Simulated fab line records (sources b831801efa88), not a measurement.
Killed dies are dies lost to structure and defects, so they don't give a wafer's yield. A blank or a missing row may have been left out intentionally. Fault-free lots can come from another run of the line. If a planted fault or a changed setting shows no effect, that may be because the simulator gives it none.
What tool caused it? / flow sky130 / 30 wafers from 10 lots sampled at 4 of the route's 708 steps

WHAT THE GAUGES READ, wafer by wafer
SKY_VIA4_OVL_MEAS_11. Usual: for VIA4_OVL the level is -0.6 nm and the standard deviation is 1.5.
lot=L573; measured=day 42 11:55; on=overlay-01; VIA4_OVL (nm)=-2.6 -0.9 -0.7; flag=
lot=L576; measured=day 44 06:17; on=overlay-02; VIA4_OVL (nm)=-1.0 -1.5 -2.0; flag=
lot=L577; measured=day 44 08:21; on=overlay-01; VIA4_OVL (nm)=2.1 2.0 0.5; flag=
lot=L578; measured=day 44 10:13; on=overlay-02; VIA4_OVL (nm)=2.0 -0.8 0.4; flag=
lot=L579; measured=day 44 11:40; on=overlay-02; VIA4_OVL (nm)=-0.9 -2.0 -1.5; flag=
lot=L589; measured=day 47 02:49; on=overlay-01; VIA4_OVL (nm)=-1.5 -2.6 -2.3; flag=
lot=L590; measured=day 47 03:11; on=overlay-01; VIA4_OVL (nm)=-2.3 -3.1 -2.5; flag=
lot=L592; measured=day 47 21:46; on=overlay-02; VIA4_OVL (nm)=-2.3 -1.4 0.8; flag=
lot=L593; measured=day 48 03:58; on=overlay-02; VIA4_OVL (nm)=-0.2 3.0 0.6; flag=
lot=L596; measured=day 48 10:03; on=overlay-02; VIA4_OVL (nm)=-0.4 -0.1 0.4; flag=

EACH LOT AND THE TOOL THAT RAN IT (in order: tool; ch and the chambers of the sampled wafers; start)
lot=L573; SKY_METAL3_DESCUM_15=rieMetal-03 ch 0,1, day 38 05:11; SKY_METAL4_METAL_ETCH_18=rieMetal-02 ch 0,1, day 41 10:58; SKY_METAL4_STRIP_19=plasmaAsher-04 ch 0,1, day 41 11:08
lot=L576; SKY_METAL3_DESCUM_15=rieMetal-02 ch 0,1, day 40 03:18; SKY_METAL4_METAL_ETCH_18=rieMetal-02 ch 0,1, day 43 07:28; SKY_METAL4_STRIP_19=plasmaAsher-03 ch 0,1, day 43 07:38
lot=L577; SKY_METAL3_DESCUM_15=rieMetal-03 ch 0,1, day 40 06:26; SKY_METAL4_METAL_ETCH_18=rieMetal-02 ch 0,1, day 43 08:25; SKY_METAL4_STRIP_19=plasmaAsher-01 ch 0,1, day 43 08:35
lot=L578; SKY_METAL3_DESCUM_15=rieMetal-02 ch 0,1, day 40 07:08; SKY_METAL4_METAL_ETCH_18=rieMetal-04 ch 0,1, day 43 10:31; SKY_METAL4_STRIP_19=plasmaAsher-04 ch 0,1, day 43 10:41
lot=L579; SKY_METAL3_DESCUM_15=rieMetal-01 ch 0,1, day 40 10:14; SKY_METAL4_METAL_ETCH_18=rieMetal-02 ch 0,1, day 43 12:26; SKY_METAL4_STRIP_19=plasmaAsher-04 ch 0,1, day 43 12:37
lot=L589; SKY_METAL3_DESCUM_15=rieMetal-01 ch 0,1, day 43 07:12; SKY_METAL4_METAL_ETCH_18=rieMetal-02 ch 0,1, day 46 04:04; SKY_METAL4_STRIP_19=plasmaAsher-04 ch 0,1, day 46 04:14
lot=L590; SKY_METAL3_DESCUM_15=rieMetal-01 ch 0,1, day 43 07:41; SKY_METAL4_METAL_ETCH_18=rieMetal-02 ch 0,1, day 46 04:48; SKY_METAL4_STRIP_19=plasmaAsher-04 ch 0,1, day 46 04:58
lot=L592; SKY_METAL3_DESCUM_15=rieMetal-01 ch 0,1, day 44 05:21; SKY_METAL4_METAL_ETCH_18=rieMetal-04 ch 0,1, day 47 01:23; SKY_METAL4_STRIP_19=plasmaAsher-03 ch 0,1, day 47 01:34
lot=L593; SKY_METAL3_DESCUM_15=rieMetal-02 ch 0,1, day 44 13:19; SKY_METAL4_METAL_ETCH_18=rieMetal-04 ch 0,1, day 47 08:28; SKY_METAL4_STRIP_19=plasmaAsher-03 ch 0,1, day 47 08:37
lot=L596; SKY_METAL3_DESCUM_15=rieMetal-02 ch 0,1, day 44 19:50; SKY_METAL4_METAL_ETCH_18=rieMetal-01 ch 0,1, day 47 13:43; SKY_METAL4_STRIP_19=plasmaAsher-04 ch 0,1, day 47 13:53
- SKY_METAL3_DESCUM_15: chemistry O2, time 8 s.
- SKY_METAL4_METAL_ETCH_18: etches the open film in Cl2/BCl3, stops on SiO2, target depth 845 nm, time 183.1 s.
- SKY_METAL4_STRIP_19: strips in O2/N2.

AS READ BY THE TOOLS THEMSELVES (means over the sampled wafers that have a number; for cases with no such wafer, the mark the record gives instead)
SKY_METAL3_DESCUM_15. Usual: drypumpMotorCurrentA 6.13 A, standard deviation 0.21; oesProductAu 0.997 a.u., standard deviation 0.01.
lot=L573; tool=rieMetal-03; drypumpMotorCurrentA (A)=6.16; oesProductAu (a.u.)=1.003; flag=
lot=L576; tool=rieMetal-02; drypumpMotorCurrentA (A)=6.06; oesProductAu (a.u.)=0.996; flag=
lot=L577; tool=rieMetal-03; drypumpMotorCurrentA (A)=6.12; oesProductAu (a.u.)=0.994; flag=
lot=L578; tool=rieMetal-02; drypumpMotorCurrentA (A)=6.05; oesProductAu (a.u.)=1.002; flag=
lot=L579; tool=rieMetal-01; drypumpMotorCurrentA (A)=6.33; oesProductAu (a.u.)=0.983; flag=
lot=L589; tool=rieMetal-01; drypumpMotorCurrentA (A)=6.26; oesProductAu (a.u.)=0.991; flag=
lot=L590; tool=rieMetal-01; drypumpMotorCurrentA (A)=6.33; oesProductAu (a.u.)=0.988; flag=
lot=L592; tool=rieMetal-01; drypumpMotorCurrentA (A)=6.27; oesProductAu (a.u.)=0.992; flag=
lot=L593; tool=rieMetal-02; drypumpMotorCurrentA (A)=5.88; oesProductAu (a.u.)=1.006; flag=
lot=L596; tool=rieMetal-02; drypumpMotorCurrentA (A)=5.91; oesProductAu (a.u.)=1.003; flag=

SKY_METAL4_METAL_ETCH_18. Usual: drypumpMotorCurrentA 5.9 A, standard deviation 0.47; oesProductAu 0.865 a.u., standard deviation 0.0054; throttleValvePct 22.265 %, standard deviation 0.0089.
lot=L573; tool=rieMetal-02; drypumpMotorCurrentA (A)=6.0; oesProductAu (a.u.)=0.864; throttleValvePct (%)=22.271; flag=
lot=L576; tool=rieMetal-02; drypumpMotorCurrentA (A)=5.9; oesProductAu (a.u.)=0.865; throttleValvePct (%)=22.268; flag=
lot=L577; tool=rieMetal-02; drypumpMotorCurrentA (A)=5.9; oesProductAu (a.u.)=0.866; throttleValvePct (%)=22.262; flag=
lot=L578; tool=rieMetal-04; drypumpMotorCurrentA (A)=5.2; oesProductAu (a.u.)=0.869; throttleValvePct (%)=22.262; flag=
lot=L579; tool=rieMetal-02; drypumpMotorCurrentA (A)=5.9; oesProductAu (a.u.)=0.867; throttleValvePct (%)=22.260; flag=
lot=L589; tool=rieMetal-02; drypumpMotorCurrentA (A)=6.0; oesProductAu (a.u.)=0.887; throttleValvePct (%)=22.259; flag=OFF
lot=L590; tool=rieMetal-02; drypumpMotorCurrentA (A)=6.0; oesProductAu (a.u.)=0.883; throttleValvePct (%)=22.260; flag=OFF
lot=L592; tool=rieMetal-04; drypumpMotorCurrentA (A)=5.0; oesProductAu (a.u.)=0.871; throttleValvePct (%)=22.271; flag=
lot=L593; tool=rieMetal-04; drypumpMotorCurrentA (A)=5.1; oesProductAu (a.u.)=0.871; throttleValvePct (%)=22.270; flag=
lot=L596; tool=rieMetal-01; drypumpMotorCurrentA (A)=6.4; oesProductAu (a.u.)=0.869; throttleValvePct (%)=22.258; flag=

SKY_METAL4_STRIP_19. Usual: drypumpMotorCurrentA 5.8 A, standard deviation 0.59; n2FlowSccm 300.1 sccm, standard deviation 0.86; o2FlowSccm 2998 sccm, standard deviation 8.6; oesProductAu 0.502 a.u., standard deviation 0.0052; stripTimeToEndpointS 6.54 s, standard deviation 0.085.
lot=L573; tool=plasmaAsher-04; drypumpMotorCurrentA (A)=5.9; n2FlowSccm (sccm)=299.7; o2FlowSccm (sccm)=3000; oesProductAu (a.u.)=0.501; stripTimeToEndpointS (s)=6.55; flag=
lot=L576; tool=plasmaAsher-03; drypumpMotorCurrentA (A)=6.1; n2FlowSccm (sccm)=299.8; o2FlowSccm (sccm)=3003; oesProductAu (a.u.)=0.498; stripTimeToEndpointS (s)=6.52; flag=
lot=L577; tool=plasmaAsher-01; drypumpMotorCurrentA (A)=5.7; n2FlowSccm (sccm)=300.7; o2FlowSccm (sccm)=2993; oesProductAu (a.u.)=0.500; stripTimeToEndpointS (s)=6.54; flag=
lot=L578; tool=plasmaAsher-04; drypumpMotorCurrentA (A)=5.8; n2FlowSccm (sccm)=300.9; o2FlowSccm (sccm)=2997; oesProductAu (a.u.)=0.499; stripTimeToEndpointS (s)=6.43; flag=
lot=L579; tool=plasmaAsher-04; drypumpMotorCurrentA (A)=5.8; n2FlowSccm (sccm)=300.3; o2FlowSccm (sccm)=2992; oesProductAu (a.u.)=0.500; stripTimeToEndpointS (s)=6.49; flag=
lot=L589; tool=plasmaAsher-04; drypumpMotorCurrentA (A)=5.8; n2FlowSccm (sccm)=300.4; o2FlowSccm (sccm)=3002; oesProductAu (a.u.)=0.513; stripTimeToEndpointS (s)=6.77; flag=
lot=L590; tool=plasmaAsher-04; drypumpMotorCurrentA (A)=5.8; n2FlowSccm (sccm)=299.9; o2FlowSccm (sccm)=3010; oesProductAu (a.u.)=0.508; stripTimeToEndpointS (s)=6.74; flag=
lot=L592; tool=plasmaAsher-03; drypumpMotorCurrentA (A)=5.6; n2FlowSccm (sccm)=299.9; o2FlowSccm (sccm)=3001; oesProductAu (a.u.)=0.499; stripTimeToEndpointS (s)=6.47; flag=
lot=L593; tool=plasmaAsher-03; drypumpMotorCurrentA (A)=5.7; n2FlowSccm (sccm)=299.4; o2FlowSccm (sccm)=3001; oesProductAu (a.u.)=0.502; stripTimeToEndpointS (s)=6.45; flag=
lot=L596; tool=plasmaAsher-04; drypumpMotorCurrentA (A)=5.5; n2FlowSccm (sccm)=300.1; o2FlowSccm (sccm)=3003; oesProductAu (a.u.)=0.511; stripTimeToEndpointS (s)=6.68; flag=

THE ANSWER, worked out from the rows above alone
Rule: a lot counts as off when the mean over its wafers that have a number is more than 3 standard deviations away from the usual mean. Also off: a lot with no number at a reading for which 4 or more lots have one. Where the step has rows for the other lots, those lots are counted as sound. Order of review: gauges by route order, followed by the tools' own readings, for which a lot's mean as printed above is used. The first step at which some lot is off is used, and at that step the reading that is off furthest; a lot without a number counts as furthest.
Off: L589, L590 (SKY_METAL4_METAL_ETCH_18, oesProductAu).
If a tool, at that step or one of the process steps before it, ran each lot that is off and ran no sound lot following the first of them, it fits. One candidate fits, namely rieMetal-02 at SKY_METAL4_METAL_ETCH_18. Its last sound lot is L579 (day 43 12:26), its first lot that is off L589 (day 46 04:04): a fault that began between those two fits.
The tool's own readings at SKY_METAL4_METAL_ETCH_18 bear it out: on the lots that are off they differ by more than 5 times the standard deviation of the sound lots' means. oesProductAu reads 0.885 a.u. there against 0.868 a.u. on the sound lots.

WHAT WAS PUT IN BY THE SIMULATOR
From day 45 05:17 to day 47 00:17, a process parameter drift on rieMetal-02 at SKY_METAL4_METAL_ETCH_18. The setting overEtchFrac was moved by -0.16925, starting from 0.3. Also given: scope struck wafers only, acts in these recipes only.
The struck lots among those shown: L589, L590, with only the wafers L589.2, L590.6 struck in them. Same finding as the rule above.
